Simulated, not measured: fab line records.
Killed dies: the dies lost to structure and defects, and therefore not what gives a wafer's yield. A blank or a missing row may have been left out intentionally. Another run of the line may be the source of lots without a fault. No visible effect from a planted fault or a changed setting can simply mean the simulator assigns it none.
Matching of chambers ; flow sky130 ; SKY_CAPM_CVD_00 on pecvd-01: 3 sister chambers
The step deposits SiO2, target thk 15.5 nm. 3 wafers are shown with their chamber, then 11 later ones without.

WAFERS, EACH WITH ITS CHAMBER
wafer;chamber;heater power w (W)
L081.1;2;955
L081.3;0;659
L088.3;1;581

WAFERS WITHOUT THEIR CHAMBER
wafer;heater power w (W)
L088.5;579
L088.6;710
L089.1;915
L089.2;607
L089.4;603
L091.3;850
L091.4;624
L091.6;661
L095.3;916
L095.4;698
L095.5;890

THE CHAMBER EACH PASSED THROUGH
wafer;from the rows above;in truth
L088.5;can't be placed: 1 or 0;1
L088.6;can't be placed: 0 or 1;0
L089.1;2;2
L089.2;can't be placed: 1 or 0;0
L089.4;can't be placed: 1 or 0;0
L091.3;can't be placed: 2 or 0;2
L091.4;can't be placed: 0 or 1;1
L091.6;can't be placed: 0 or 1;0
L095.3;2;2
L095.4;can't be placed: 0 or 1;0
L095.5;2;2
3 of 11 placed correctly. Can't be placed from these rows: 8 (the true chamber is among the candidates in 8). 0 placed wrongly.
How it was worked out, from the rows above alone: a wafer's distance from a chamber is the root of the sum, over the readings, of the square of ((its reading less the chamber's mean) divided by the reading's scatter). If the next closest chamber is less than 2 further off than the closest, the wafer can't be placed; otherwise it belongs to the closest. The mean given for a chamber averages the wafers shown for that chamber. The scatter (one wafer shown for each chamber): square how far every hidden wafer sits from the nearest shown wafer, average those squares and take the square root.
